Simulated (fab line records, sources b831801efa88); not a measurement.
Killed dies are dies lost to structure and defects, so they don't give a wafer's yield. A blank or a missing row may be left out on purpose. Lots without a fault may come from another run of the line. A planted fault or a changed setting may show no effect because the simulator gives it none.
fab line records | flow sky130
record lots=7 wafers=21 last_day=50
route steps=708 shown METAL5@680 PASSIVATION@681
lots that met no fault: from a run of the same line without faults
start_h: hours from the record's first day to the start of the lot's first wafer shown | wait_h: hours since the lot's step before | " the same as in the row above | L1.1+2: a row that stands for several wafers | - no value, or no start given | * or withheld: withheld | < > ~ a bound
route shown NAME@n: a module of which the file shows steps, and the number in the route of the first | usual: mean/standard deviation of fault-free wafers | same: alike in all rows | chamber/n: place in a boat | sites: the reading at each site | _std_site: their standard deviation | _edge_site: outer sites' mean less inner sites' | radius_mm: how far each site lies from the wafer's centre | mask NAME#n: copy n | behind: the tool/chamber that last shaped the wafer | hold: why the lot was held/for how many hours/how that ended | device: the transistor (n, p or np) that didn't switch | end of line: the same wafers' tests at the end of the route | a step without rows: its recipe alone | killed: dies lost to structure and defects at the first sort, not the wafer's yield | map: a wafer's dies, x killed, . not, _ none there
set.NAME: the setting as run; set.NAME@STEP: as run at that earlier step | model.NAME: the simulator's own value behind a step, which no gauge read
lots at some steps of the route; a table a step, a row a wafer
services: from which hour (start_h, from the record's first day; less than 0 if before it) a tool's chamber was out of use, for how many hours, and why
## steps
# step SKY_METAL5_CLEAN_19
# recipe chemistry=O3/DIW dry=n2_spin
# step SKY_PASSIVATION_CVD_00
# recipe material=SiO2 target_thk_nm=90 temp_c=400 time_s=withheld rf_w=600
# usual heater_power_w=714/120 susceptor_temp_C=399.99/0.2
# columns lot.wafer tool chamber start_h wait_h heater_power_w susceptor_temp_C
L750.1 pecvd-01 2 1079.74 0.0 703 399.74
L750.3 " 0 " " 608 399.82
L750.5 " 0 " " 606 399.87
L756.1 pecvd-03 1 1115.75 0.0 820 399.58
L756.5 " 1 " " 810 399.89
L756.6 " 0 " " 626 400.05
L758.1 pecvd-03 2 1124.98 0.0 774 399.86
L758.3 " 0 " " 654 400.39
L758.6 " 1 " " 864 400.07
L759.2 pecvd-02 0 1131.12 0.0 599 400.07
L759.4 " 0 " " 614 399.84
L759.5 " 0 " " 604 400.07
L763.2 pecvd-03 2 1159.10 0.0 783 400.32
L763.4 " 1 " " 894 400.26
L763.5 " 0 " " 594 400.20
L764.3 pecvd-02 2 1165.31 0.0 624 400.28
L764.5 " 0 " " 655 399.89
L764.6 " 1 " " 856 399.91
L765.3 pecvd-01 0 1171.83 0.0 571 400.11
L765.5 " 1 " " 950 399.85
L765.6 " 2 " " 698 400.25
# step SKY_PASSIVATION_THK_MEAS_01
# recipe reads=SiO2_of_PASSIVATION_CVD_00
# usual PASSIVATION_CVD_00_THK=89.5/1.2
# columns lot.wafer tool chamber start_h wait_h PASSIVATION_CVD_00_THK[nm]
L750.1 film_metro-01 - 1079.76 - 89.6
L750.3 " - " " 89.0
L750.5 " - " " 89.6
L756.1 film_metro-04 - 1115.77 - 89.1
L756.5 " - " " 89.6
L756.6 " - " " 91.9
L758.1 film_metro-01 - 1125.01 - 89.1
L758.3 " - " " 90.6
L758.6 " - " " 89.7
L759.2 film_metro-01 - 1131.16 - 88.4
L759.4 " - " " 90.0
L759.5 " - " " 89.9
L763.2 film_metro-04 - 1159.13 - 89.2
L763.4 " - " " 90.1
L763.5 " - " " 92.3
L764.3 film_metro-01 - 1165.35 - 85.7
L764.5 " - " " 89.2
L764.6 " - " " 87.7
L765.3 film_metro-04 - 1171.87 - 88.5
L765.5 " - " " 90.6
L765.6 " - " " 89.2
# step SKY_PASSIVATION_CVD_02
# recipe material=Si3N4 target_thk_nm=540 temp_c=400 time_s=withheld rf_w=450
# usual heater_power_w=762/110 susceptor_temp_C=400.01/0.21
# columns lot.wafer tool chamber start_h wait_h heater_power_w susceptor_temp_C
L750.1 pecvd-03 1 1079.82 0.1 886 400.38
L750.3 " 2 " " 749 400.14
L750.5 " 1 " " 884 400.27
L756.1 pecvd-01 2 1115.83 0.1 783 400.21
L756.5 " 0 " " 689 400.05
L756.6 " 2 " " 640 400.05
L758.1 pecvd-01 0 1125.07 0.1 646 399.91
L758.3 " 1 " " 1047 399.76
L758.6 " 2 " " 737 400.02
L759.2 pecvd-03 2 1131.21 0.0 792 400.16
L759.4 " 0 " " 664 400.00
L759.5 " 1 " " 749 400.03
L763.2 pecvd-02 1 1159.18 0.0 904 399.91
L763.4 " 2 " " 614 400.06
L763.5 " 0 " " 655 400.12
L764.3 pecvd-03 0 1165.39 0.0 726 400.09
L764.5 " 2 " " 830 400.21
L764.6 " 1 " " 835 400.11
L765.3 pecvd-02 2 1171.91 0.0 541 399.81
L765.5 " 2 " " 596 399.90
L765.6 " 0 " " 575 400.41
# step SKY_PASSIVATION_THK_MEAS_03
# recipe reads=Si3N4_of_PASSIVATION_CVD_02
# usual PASSIVATION_CVD_02_THK=542/8.2
# columns lot.wafer tool chamber start_h wait_h PASSIVATION_CVD_02_THK[nm]
L750.1 film_metro-04 - 1080.05 - 549
L750.3 " - " " 541
L750.5 " - " " 558
L756.1 film_metro-04 - 1116.06 - 532
L756.5 " - " " 544
L756.6 " - " " 536
L758.1 film_metro-01 - 1125.29 - 529
L758.3 " - " " 535
L758.6 " - " " 533
L759.2 film_metro-01 - 1131.44 - 533
L759.4 " - " " 546
L759.5 " - " " 555
L763.2 film_metro-03 - 1159.42 - 532
L763.4 " - " " 541
L763.5 " - " " 531
L764.3 film_metro-03 - 1165.63 - 541
L764.5 " - " " 544
L764.6 " - " " 549
L765.3 film_metro-01 - 1172.18 - 533
L765.5 " - " " 538
L765.6 " - " " 536
# step SKY_PASSIVATION_DEHYDRATE_04
# recipe temp_c=200 time_s=60
# step SKY_PASSIVATION_HMDS_05
# recipe prime_time_s=60 prime_temp_c=120
# step SKY_PASSIVATION_COAT_06
# recipe spin_rpm=2000 resist_thk_nm=3000
# step SKY_PASSIVATION_SOFTBAKE_07
# recipe temp_c=110 time_s=withheld
# step SKY_PASSIVATION_EXPOSE_08
# recipe mask_id=NSM target_cd_nm=3000 na=0.57 dose_mj=260
# step SKY_PASSIVATION_PEB_09
# recipe temp_c=115 time_s=withheld
# step SKY_PASSIVATION_DEVELOP_10
# recipe develop_time_s=60 dev_temp_c=23
# step SKY_PASSIVATION_ETCH_11
# recipe chemistry=CF4/O2 target_depth_nm=725 stop_on=AlCu source_w=800 bias_w=150 pressure_mtorr=150 cf4_flow_sccm=80 O2_flow_sccm=10 time_s=161.1
# usual O2_flow_sccm=9.998/0.029 bias_w=150.0/0.45 drypump_motor_current_A=5.9/0.68 oes_product_au=0.978/0.0071 throttle_valve_pct=5.964/0.009
# columns lot.wafer tool chamber start_h wait_h O2_flow_sccm bias_w drypump_motor_current_A oes_product_au rf_hours_counter_h throttle_valve_pct model.coat_of_PASSIVATION_COAT_06.thk_nm
L750.1 rie_diel-04 1 1100.55 - 10.062 150.4 6.8 0.977 20 5.958 2523
L750.3 " 0 " " 10.003 150.9 5.8 0.980 16 5.977 2516
L750.5 " 3 " " 10.014 149.9 5.1 0.992 - 5.979 2514
L756.1 rie_diel-02 3 1135.29 - - - - - - - 2987
L756.5 " 0 " " - - - - - - 2991
L756.6 " 3 " " - - - - - - 2997
L758.1 rie_diel-02 0 1143.72 - - - - - - - 3001
L758.3 " 2 " " - - - - - - 3009
L758.6 " 0 " " - - - - - - 2992
L759.2 rie_diel-02 0 1149.50 - - - - - - - 2990
L759.4 " 2 " " - - - - - - 2995
L759.5 " 3 " " - - - - - - 2990
L763.2 rie_diel-02 0 1176.22 - 9.957 149.2 5.0 0.967 17 5.961 2519
L763.4 " 3 " " 10.003 150.1 5.6 0.978 11 5.949 2507
L763.5 " 3 " " 9.965 149.1 5.6 0.978 - 5.976 2500
L764.3 rie_diel-04 0 1181.67 - 9.992 149.9 5.8 0.983 20 5.949 2524
L764.5 " 3 " " 10.017 150.2 5.2 0.981 - 5.964 2523
L764.6 " 2 " " 9.957 150.1 6.8 0.982 - 5.983 2519
L765.3 rie_diel-04 0 1188.22 - 10.025 150.3 5.8 0.971 20 5.964 2508
L765.5 " 1 " " 9.982 150.9 6.8 0.966 - 5.956 2523
L765.6 " 0 " " 10.002 150.2 5.8 0.969 - 5.963 2512
# step SKY_PASSIVATION_STRIP_12
# recipe chemistry=O2/N2 power_w=1400 pressure_mtorr=1500 platen_temp_c=withheld overash_fraction=0.7 o2_flow_sccm=3000 n2_flow_sccm=300
# usual drypump_motor_current_A=5.8/0.52 o2_flow_sccm=3000/9.1 oes_product_au=0.661/0.0044 strip_time_to_endpoint_s=31.53/0.13
# columns lot.wafer tool chamber start_h wait_h drypump_motor_current_A o2_flow_sccm oes_product_au rf_hours_counter_h strip_time_to_endpoint_s
L750.1 plasma_asher-04 1 1100.65 0.1 5.8 2998 0.660 3 31.59
L750.3 " 1 " " 5.7 2995 0.665 - 31.51
L750.5 " 0 " " 6.6 3007 0.664 - 31.49
L756.1 plasma_asher-04 0 1135.40 0.1 6.6 2986 0.671 7 36.79
L756.5 " 1 " " 5.8 3003 0.664 - 36.85
L756.6 " 0 " " 6.6 2988 0.658 - 36.90
L758.1 plasma_asher-02 0 1143.88 0.1 5.9 3007 0.671 101 36.97
L758.3 " 0 " " 5.9 2989 0.664 - 37.05
L758.6 " 0 " " 5.9 3002 0.661 - 36.87
L759.2 plasma_asher-02 0 1149.60 0.1 5.9 2981 0.664 102 36.84
L759.4 " 0 " " 5.9 2985 0.661 - 36.89
L759.5 " 1 " " 5.5 3003 0.670 - 36.87
L763.2 plasma_asher-01 0 1176.33 0.1 4.9 3005 0.656 69 31.57
L763.4 " 1 " " 6.3 3002 0.664 - 31.41
L763.5 " 1 " " 6.3 3003 0.655 - 31.33
L764.3 plasma_asher-01 1 1181.81 0.1 6.3 3002 0.664 - 31.60
L764.5 " 0 " " 4.9 3004 0.659 - 31.59
L764.6 " 1 " " 6.3 3002 0.661 - 31.57
L765.3 plasma_asher-01 1 1188.36 0.1 6.2 3001 0.652 - 31.43
L765.5 " 1 " " 6.3 2991 0.658 - 31.61
L765.6 " 0 " " 4.9 2998 0.662 - 31.47
## services
# columns tool chamber start_h hours kind
pecvd-02 1 1059.01 2.1 scheduled_down
pecvd-02 0 1068.57 10.0 repair
rie_diel-04 - 1070.17 0.7 repair
pecvd-01 1 1071.00 5.5 scheduled_down
plasma_asher-04 - 1075.68 1.8 repair
plasma_asher-01 - 1092.69 3.5 repair
rie_diel-02 2 1093.94 - clean
rie_diel-02 2 1093.94 18.0 scheduled_down
rie_diel-02 2 1093.94 18.0 vent_cycle
rie_diel-02 - 1094.87 1.6 repair
pecvd-02 2 1094.97 2.1 scheduled_down
pecvd-02 0 1100.08 5.3 repair
rie_diel-02 - 1113.93 14.6 pm
pecvd-02 2 1118.99 5.5 scheduled_down
pecvd-03 - 1120.07 0.7 repair
plasma_asher-01 - 1122.79 40.5 pm
pecvd-02 0 1127.55 2.1 scheduled_down
rie_diel-02 1 1129.88 4.0 repair
pecvd-02 2 1131.10 3.6 repair
rie_diel-02 1 1138.82 - clean
rie_diel-02 3 1139.66 6.5 repair
plasma_asher-04 - 1147.03 2.8 pm
plasma_asher-02 - 1157.22 1.8 repair
pecvd-01 2 1175.97 4.0 repair
## key
first_sign step=SKY_PASSIVATION_ETCH_11 reading=tool_record direction=missing
effect step=SKY_PASSIVATION_STRIP_12 reading=strip_time_to_endpoint_s direction=up sigmas=42 usual=* struck=*
model_effect step=SKY_PASSIVATION_ETCH_11 value=coat_of_PASSIVATION_COAT_06.thk_nm without=2508 struck=2995
met_at SKY_PASSIVATION_ETCH_11
struck_wafers L756.1,L756.5,L756.6,L758.1,L758.3,L758.6,L759.2,L759.4,L759.5
later_rows_left_out L756.1,L756.5,L756.6,L758.1,L758.3,L758.6,L759.2,L759.4,L759.5
sort_left_out L756.1,L756.5,L756.6,L758.1,L758.3,L758.6,L759.2,L759.4,L759.5
fault kind=skipped_step_whole tool=rie_diel-02 chamber=- onset_h=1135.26 steps=SKY_PASSIVATION_ETCH_11 scope=struck_lots_only
# sort_left_out: the simulated sort isn't trusted on such a fault, so these wafers' sort isn't shown, and their yield isn't known
# later_rows_left_out: the simulator's readings of these wafers behind a module that went badly wrong aren't trusted and aren't shown, but for the sort
